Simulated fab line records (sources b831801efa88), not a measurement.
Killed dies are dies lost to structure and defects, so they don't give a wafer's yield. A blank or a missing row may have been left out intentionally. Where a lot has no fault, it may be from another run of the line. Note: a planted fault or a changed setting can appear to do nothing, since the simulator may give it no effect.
The same fault as seen by 2 desks || flow gf180mcu || each desk holds nothing but its own numbers, with what lay behind them at the end

== METROLOGY DESK ==
What the gauges read for every lot (on any tool): the sampled wafers with a number, averaged. The brackets show how far a lot's mean lies from the usual mean; more than 4 standard deviations puts the lot out of limits, marked OUT.
Columns: A = V2_CVD_00_THK at GF_V2_THK_MEAS_01, usual 598 nm; B = cd nm at GF_V2_CD_MEAS_14, usual 259.5 nm
{"lot": "L208", "first seen here": "day 19 05:22", "A": 591, "B": 261.5}
{"lot": "L210", "first seen here": "day 20 13:22", "A": 600, "B": 260.3}
{"lot": "L211", "first seen here": "day 20 16:22", "A": 602, "B": 256.9}
{"lot": "L212", "first seen here": "day 21 01:11", "A": 601, "B": 258.4}
{"lot": "L219", "first seen here": "day 23 08:10", "A": 587, "B": "269.7 (+7.8) OUT"}
{"lot": "L218", "first seen here": "day 23 09:43", "A": 594, "B": "268.1 (+6.6) OUT"}
{"lot": "L227", "first seen here": "day 26 12:16", "A": 598, "B": 258.4}
{"lot": "L228", "first seen here": "day 26 15:05", "A": 593, "B": 258.2}
{"lot": "L229", "first seen here": "day 26 16:17", "A": 597, "B": 260.7}
{"lot": "L230", "first seen here": "day 27 06:25", "A": 603, "B": 259.3}
{"lot": "L231", "first seen here": "day 27 14:46", "A": 598, "B": 259.2}
This desk's verdict: out of limits on L218, L219, starting with L219 at day 24 06:52 (cd nm at GF_V2_CD_MEAS_14). In limits: L208, L210, L211, L212, L227, L228, L229, L230, L231.

== TOOL OWNER'S DESK, litho track-01 ==
The tool's own readings at GF_V2_COAT_09 (resist thk 1000 nm): means of the sampled wafers that have a number, for each lot that ran on this tool. The brackets show how far a lot's mean lies from the usual mean; more than 4 standard deviations puts the lot out of limits, marked OUT.
Columns: A = chill plate temp C at GF_V2_COAT_09, usual 23.00 C
{"lot": "L208", "first seen here": "day 19 18:00", "A": 23.03}
{"lot": "L211", "first seen here": "day 21 04:00", "A": 23.02}
{"lot": "L219", "first seen here": "day 23 19:00", "A": 23.07}
{"lot": "L218", "first seen here": "day 23 21:00", "A": 23.17}
{"lot": "L227", "first seen here": "day 26 22:00", "A": 23.12}
{"lot": "L228", "first seen here": "day 27 01:00", "A": 22.81}
{"lot": "L231", "first seen here": "day 28 01:00", "A": 23.08}
This desk's finding: nothing out of limits on any of the 7 lots.

== ALL TOGETHER ==
On L218, L219, the metrology desk was in a position to raise an alarm at day 24 06:52.
The tool owner's desk saw nothing out of limits.
On record at the tool owner's desk: L218, L219, within its limits.
GF_V2_COAT_09 was run on litho track-01 by each of the lots named.

== WHAT THE SIMULATOR PUT IN ==
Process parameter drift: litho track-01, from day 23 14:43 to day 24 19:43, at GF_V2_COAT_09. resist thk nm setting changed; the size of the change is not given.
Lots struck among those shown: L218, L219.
Delay in hours, fault start to first out-of-limits reading, per desk: metrology desk 16.
